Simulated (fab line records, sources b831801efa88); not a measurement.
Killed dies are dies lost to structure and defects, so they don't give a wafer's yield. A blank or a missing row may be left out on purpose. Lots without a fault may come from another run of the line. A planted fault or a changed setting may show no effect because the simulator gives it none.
Chamber matching | flow gf180mcu | GF_V3_ETCH_16 on rie_diel-03: 4 sister chambers
The step etches BARC in N2/H2. 8 wafers are shown with their chamber, then 10 later ones without.

WAFERS WITH THEIR CHAMBER
wafer  | chamber | drypump_motor_current_A (A) | oes_product_au (a.u.)
L076.2 | 0       | 5.2                         | 0.859
L077.3 | 0       | 5.2                         | 0.852
L081.4 | 3       | 6.0                         | 0.853
L082.3 | 2       | 6.4                         | 0.850
L082.4 | 1       | 5.7                         | 0.851
L082.5 | 2       | 6.3                         | 0.851
L091.2 | 3       | 6.0                         | 0.858
L091.3 | 1       | 5.7                         | 0.857

WAFERS WITHOUT THEIR CHAMBER
wafer  | drypump_motor_current_A (A) | oes_product_au (a.u.)
L091.4 | 5.2                         | 0.853
L092.2 | 6.0                         | 0.853
L092.5 | 6.3                         | 0.865
L092.6 | 6.0                         | 0.855
L093.2 | 6.3                         | 0.859
L093.3 | 6.0                         | 0.861
L093.5 | 6.1                         | 0.861
L095.2 | 5.3                         | 0.859
L095.4 | 5.7                         | 0.867
L095.6 | 5.2                         | 0.851

WHICH CHAMBER EACH WENT THROUGH
wafer  | from the rows above | in truth
L091.4 | 0                   | 0
L092.2 | 3                   | 3
L092.5 | 2                   | 2
L092.6 | 3                   | 3
L093.2 | 2                   | 2
L093.3 | 3                   | 3
L093.5 | 3                   | 3
L095.2 | 0                   | 0
L095.4 | 1                   | 1
L095.6 | 0                   | 0
Placed correctly: 10 of 10. Can't be placed from these rows: 0. Placed wrongly: 0.
How it was worked out, from the rows above alone: a wafer's distance from a chamber is the root of the sum, over the readings, of the square of ((its reading less the chamber's mean) divided by the reading's scatter). The wafer belongs to the nearest chamber; if the next one is less than 2 further off, it can't be placed. A chamber's mean is the mean of its shown wafers. The scatter: the root of (the sum of the squares of (reading less its chamber's mean) over the shown wafers, divided by (wafers less chambers)).
